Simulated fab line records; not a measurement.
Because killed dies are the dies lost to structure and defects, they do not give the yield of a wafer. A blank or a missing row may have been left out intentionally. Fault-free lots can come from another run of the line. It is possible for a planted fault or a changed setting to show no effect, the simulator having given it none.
Chamber matching :: flow gf180mcu :: 4 sister chambers for GF_V3_CMP_04 on cmp-01
The step polishes SiO2. 4 wafers are shown with their chamber, then 9 later ones without.

WAFERS PAIRED WITH THEIR CHAMBERS
wafer: L585.1
chamber: 2
motorCurrentA (A): 10.9

wafer: L587.6
chamber: 1
motorCurrentA (A): 11.5

wafer: L588.3
chamber: 0
motorCurrentA (A): 10.1

wafer: L588.6
chamber: 3
motorCurrentA (A): 12.3

WAFERS WITHOUT THEIR CHAMBER
wafer: L589.3
motorCurrentA (A): 12.4

wafer: L589.4
motorCurrentA (A): 11.4

wafer: L589.6
motorCurrentA (A): 12.5

wafer: L592.3
motorCurrentA (A): 10.3

wafer: L592.4
motorCurrentA (A): 11.9

wafer: L592.6
motorCurrentA (A): 11.6

wafer: L594.2
motorCurrentA (A): 11.6

wafer: L594.3
motorCurrentA (A): 12.1

wafer: L594.5
motorCurrentA (A): 10.5

WHICH CHAMBER EACH ONE RAN IN
wafer: L589.3
from the rows above: 3
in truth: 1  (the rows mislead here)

wafer: L589.4
from the rows above: can't be placed: 1 or 2
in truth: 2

wafer: L589.6
from the rows above: 3
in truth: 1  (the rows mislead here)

wafer: L592.3
from the rows above: can't be placed: 0 or 2
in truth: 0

wafer: L592.4
from the rows above: can't be placed: 1 or 3
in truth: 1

wafer: L592.6
from the rows above: 1
in truth: 1

wafer: L594.2
from the rows above: 1
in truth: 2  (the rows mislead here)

wafer: L594.3
from the rows above: can't be placed: 3 or 1
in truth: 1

wafer: L594.5
from the rows above: can't be placed: 0 or 2
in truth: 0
Correctly placed: 1 of 9. These rows do not allow placing 5 (true chamber among the candidates in 5). Wrongly placed: 3.
How it was worked out, from the rows above alone: a wafer's distance from a chamber is the root of the sum, over the readings, of the square of ((its reading less the chamber's mean) divided by the reading's scatter). The wafer belongs to the nearest chamber; if the next one is less than 2 further off, it can't be placed. For every chamber, the mean is computed from those of its wafers that are shown. The scatter: root of mean squared gap, hidden wafer to nearest shown wafer, with one shown wafer a chamber.
